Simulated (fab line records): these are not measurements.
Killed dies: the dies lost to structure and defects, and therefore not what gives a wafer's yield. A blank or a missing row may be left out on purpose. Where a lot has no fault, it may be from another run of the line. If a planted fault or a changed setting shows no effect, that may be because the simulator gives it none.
Which tool was responsible? + flow gf180mcu + 39 wafers from 13 lots sampled at 6 of the route's 602 steps

== WHAT THE GAUGES READ, wafer by wafer ==
GF_STI_THK_MEAS_22. Usual: STI_OXIDATION_01_THK gives 15.04 nm (standard deviation 0.29).
| lot  | measured    | on           | STI_OXIDATION_01_THK (nm) | flag |
|------|-------------|--------------|---------------------------|------|
| L562 | day 2 08:14 | filmMetro-01 | 14.78 14.67 14.81         |      |
| L564 | day 2 18:33 | filmMetro-04 | 15.12 14.90 15.31         |      |
| L566 | day 3 04:43 | filmMetro-01 | 15.10 14.96 14.90         |      |
| L567 | day 3 10:50 | filmMetro-04 | 15.07 14.77 15.05         |      |
| L568 | day 3 14:49 | filmMetro-02 | 15.32 15.05 15.47         |      |
| L569 | day 3 20:43 | filmMetro-01 | 14.70 14.72 14.74         |      |
| L570 | day 4 06:11 | filmMetro-02 | 15.18 15.39 15.29         |      |
| L571 | day 4 12:37 | filmMetro-01 | 15.49 15.23 15.42         |      |
| L572 | day 4 15:11 | filmMetro-01 | 15.25 15.30 15.36         |      |
| L580 | day 6 04:37 | filmMetro-04 | 15.08 15.24 14.91         |      |
| L582 | day 6 15:43 | filmMetro-02 | 15.37 15.12 15.19         |      |
| L583 | day 6 19:49 | filmMetro-01 | 14.95 15.02 14.84         |      |
| L584 | day 7 02:37 | filmMetro-02 | 15.34 14.99 15.21         |      |

GF_STI_THK_MEAS_24. Usual: STI_CVD_23_THK gives 653 nm (standard deviation 8.4).
| lot  | measured    | on           | STI_CVD_23_THK (nm) | flag |
|------|-------------|--------------|---------------------|------|
| L562 | day 2 08:23 | filmMetro-04 | 663 667 658         |      |
| L564 | day 2 18:41 | filmMetro-04 | 665 670 662         |      |
| L566 | day 3 04:51 | filmMetro-02 | 658 656 650         |      |
| L567 | day 3 10:59 | filmMetro-01 | 651 660 652         |      |
| L568 | day 3 14:58 | filmMetro-04 | 663 648 668         |      |
| L569 | day 3 20:51 | filmMetro-02 | 646 651 655         |      |
| L570 | day 4 06:20 | filmMetro-04 | 666 651 655         |      |
| L571 | day 4 12:46 | filmMetro-02 | 666 662 653         |      |
| L572 | day 4 15:19 | filmMetro-02 | 662 660 657         |      |
| L580 | day 6 04:46 | filmMetro-01 | 654 656 664         |      |
| L582 | day 6 15:51 | filmMetro-01 | 648 632 644         |      |
| L583 | day 6 19:57 | filmMetro-02 | 640 637 650         |      |
| L584 | day 7 02:45 | filmMetro-01 | 646 640 633         |      |

GF_MVSD_TW_MEAS_11. Usual: MVSD_TW gives 1583 (standard deviation 15).
| lot  | measured     | on           | MVSD_TW        | flag |
|------|--------------|--------------|----------------|------|
| L562 | day 4 16:53  | filmMetro-03 | 1597 1595 1594 |      |
| L564 | day 5 03:23  | filmMetro-03 | 1584 1593 1586 |      |
| L566 | day 5 13:26  | filmMetro-03 | 1597 1594 1598 |      |
| L567 | day 5 20:28  | filmMetro-03 | 1603 1589 1599 |      |
| L568 | day 6 01:05  | filmMetro-03 | 1582 1594 1586 |      |
| L569 | day 6 08:24  | filmMetro-02 | 1564 1568 1560 |      |
| L570 | day 6 17:58  | filmMetro-03 | 1512 1515 1503 | OFF  |
| L571 | day 7 04:36  | filmMetro-02 | 1562 1566 1558 |      |
| L572 | day 7 06:46  | filmMetro-01 | 1517 1524 1524 | OFF  |
| L580 | day 9 00:58  | filmMetro-03 | 1576 1586 1583 |      |
| L582 | day 9 12:17  | filmMetro-02 | 1571 1563 1570 |      |
| L583 | day 9 15:34  | filmMetro-03 | 1586 1575 1581 |      |
| L584 | day 10 01:46 | filmMetro-01 | 1607 1603 1602 |      |

GF_VT_IMPLANT_RS_MEAS_46: uses a four-point probe to measure. Usual: MVSD_RS gives 455.9 ohm/sq (standard deviation 1).
| lot  | measured     | on           | MVSD_RS (ohm/sq)  | flag |
|------|--------------|--------------|-------------------|------|
| L562 | day 7 19:45  | filmMetro-01 | 456.3 456.3 456.2 |      |
| L564 | day 8 07:48  | filmMetro-01 | 454.1 455.1 456.5 |      |
| L566 | day 8 20:34  | filmMetro-01 | 456.2 453.4 455.2 |      |
| L567 | day 9 04:58  | filmMetro-01 | 454.5 455.0 454.8 |      |
| L568 | day 9 10:59  | filmMetro-02 | 455.6 454.0 454.9 |      |
| L569 | day 9 18:32  | filmMetro-02 | 454.5 454.3 455.3 |      |
| L570 | day 10 05:24 | filmMetro-01 | 502.6 503.3 501.3 | OFF  |
| L571 | day 10 18:31 | filmMetro-02 | 455.6 456.2 456.0 |      |
| L572 | day 10 21:58 | filmMetro-01 | 499.8 500.3 500.0 | OFF  |
| L580 | day 12 21:46 | filmMetro-02 | 457.4 454.7 456.5 |      |
| L582 | day 13 09:49 | filmMetro-01 | 455.6 456.8 455.9 |      |
| L583 | day 13 14:41 | filmMetro-03 | 457.7 456.1 457.0 |      |
| L584 | day 14 03:21 | filmMetro-03 | 456.6 456.9 457.1 |      |

== EACH LOT AND THE TOOL THAT RAN IT (in order: tool; ch and the chambers of the sampled wafers; start) ==
| lot  | GF_MVSD_IMPLANT_08              | GF_VT_IMPLANT_RTA_45            |
|------|---------------------------------|---------------------------------|
| L562 | implanter-01 ch 0, day 4 16:29  | rtpAnneal-02 ch 0, day 7 19:39  |
| L564 | implanter-04 ch 0, day 5 03:01  | rtpAnneal-02 ch 0, day 8 07:41  |
| L566 | implanter-04 ch 0, day 5 13:05  | rtpAnneal-02 ch 0, day 8 20:27  |
| L567 | implanter-04 ch 0, day 5 20:04  | rtpAnneal-01 ch 0, day 9 04:52  |
| L568 | implanter-04 ch 0, day 6 00:43  | rtpAnneal-02 ch 0, day 9 10:53  |
| L569 | implanter-04 ch 0, day 6 08:01  | rtpAnneal-01 ch 0, day 9 18:26  |
| L570 | implanter-04 ch 0, day 6 17:34  | rtpAnneal-01 ch 0, day 10 05:18 |
| L571 | implanter-02 ch 0, day 7 04:13  | rtpAnneal-02 ch 0, day 10 18:25 |
| L572 | implanter-04 ch 0, day 7 06:22  | rtpAnneal-02 ch 0, day 10 21:52 |
| L580 | implanter-01 ch 0, day 9 00:34  | rtpAnneal-01 ch 0, day 12 21:40 |
| L582 | implanter-01 ch 0, day 9 11:53  | rtpAnneal-01 ch 0, day 13 09:43 |
| L583 | implanter-02 ch 0, day 9 15:11  | rtpAnneal-01 ch 0, day 13 14:35 |
| L584 | implanter-04 ch 0, day 10 01:23 | rtpAnneal-02 ch 0, day 14 03:10 |
- GF_MVSD_IMPLANT_08
- GF_VT_IMPLANT_RTA_45: time 30 s.

== AS READ BY THE TOOLS THEMSELVES (means over the sampled wafers that have a number; for cases with no such wafer, the mark the record gives instead) ==
GF_MVSD_IMPLANT_08. Usual: doseIonsCm2 1.6001e+13, standard deviation 1.8e+10; faradayCurrentUA 90.2, standard deviation 1.8; tiltDeg 0.003 degrees, standard deviation 0.022.
| lot  | tool         | doseIonsCm2 | faradayCurrentUA | tiltDeg (degrees) | flag |
|------|--------------|-------------|------------------|-------------------|------|
| L562 | implanter-01 | 1.6007e+13  | 89.8             | 0.030             |      |
| L564 | implanter-04 | 1.5993e+13  | 91.1             | -0.012            |      |
| L566 | implanter-04 | 1.5985e+13  | 89.7             | 0.008             |      |
| L567 | implanter-04 | 1.6001e+13  | 90.5             | -0.003            |      |
| L568 | implanter-04 | 1.6009e+13  | 90.0             | 0.007             |      |
| L569 | implanter-04 | 1.5994e+13  | 88.5             | 0.002             |      |
| L570 | implanter-04 | 1.3244e+13  | 75.6             | 0.001             | OFF  |
| L571 | implanter-02 | 1.6008e+13  | 88.5             | 0.010             |      |
| L572 | implanter-04 | 1.3259e+13  | 74.3             | -0.025            | OFF  |
| L580 | implanter-01 | 1.5996e+13  | 90.1             | -0.017            |      |
| L582 | implanter-01 | 1.6002e+13  | 89.4             | 0.010             |      |
| L583 | implanter-02 | 1.5988e+13  | 90.9             | 0.006             |      |
| L584 | implanter-04 | 1.6020e+13  | 92.6             | -0.023            |      |

GF_VT_IMPLANT_RTA_45. Usual: lampPowerPct 35 %, standard deviation 3.6; wafer_temp_C_max 1056.4, standard deviation 2.3.
| lot  | tool         | lampPowerPct (%) | wafer_temp_C_max | flag |
|------|--------------|------------------|------------------|------|
| L562 | rtpAnneal-02 | 38               | 1054.2           |      |
| L564 | rtpAnneal-02 | 38               | 1055.0           |      |
| L566 | rtpAnneal-02 | 38               | 1055.0           |      |
| L567 | rtpAnneal-01 | 31               | 1059.8           |      |
| L568 | rtpAnneal-02 | 38               | 1054.8           |      |
| L569 | rtpAnneal-01 | 31               | 1058.4           |      |
| L570 | rtpAnneal-01 | 31               | 1059.2           |      |
| L571 | rtpAnneal-02 | 38               | 1055.6           |      |
| L572 | rtpAnneal-02 | 38               | 1055.2           |      |
| L580 | rtpAnneal-01 | 31               | 1059.6           |      |
| L582 | rtpAnneal-01 | 31               | 1060.7           |      |
| L583 | rtpAnneal-01 | 31               | 1058.6           |      |
| L584 | rtpAnneal-02 | 38               | 1055.5           |      |

== THE ANSWER, worked out from the rows above alone ==
Rule: take the mean of a lot's wafers that have a number; if it is more than 3 standard deviations from the usual mean, the lot is off. A lot without any number at a reading at which 4 lots or more have one is off too. Where the step has rows for the other lots, those lots are counted as sound. The gauges are gone through in route order, then the tools' own readings, and for those a lot's mean is taken as printed above. The first step at which some lot is off is used, and at that step the reading that is off furthest; a lot without a number counts as furthest.
Off: L570, L572, seen at GF_MVSD_TW_MEAS_11 (MVSD_TW).
If a tool, at a process step before that reading, ran all the lots that are off and no sound lot after the first of them, it fits. The gauges at GF_MVSD_TW_MEAS_11 aren't tried: what is off there is off at GF_MVSD_IMPLANT_08 too, on other tools, and a gauge's error can't cause that. No candidate that was tried fits.

== WHAT THE SIMULATOR HAD PUT IN ==
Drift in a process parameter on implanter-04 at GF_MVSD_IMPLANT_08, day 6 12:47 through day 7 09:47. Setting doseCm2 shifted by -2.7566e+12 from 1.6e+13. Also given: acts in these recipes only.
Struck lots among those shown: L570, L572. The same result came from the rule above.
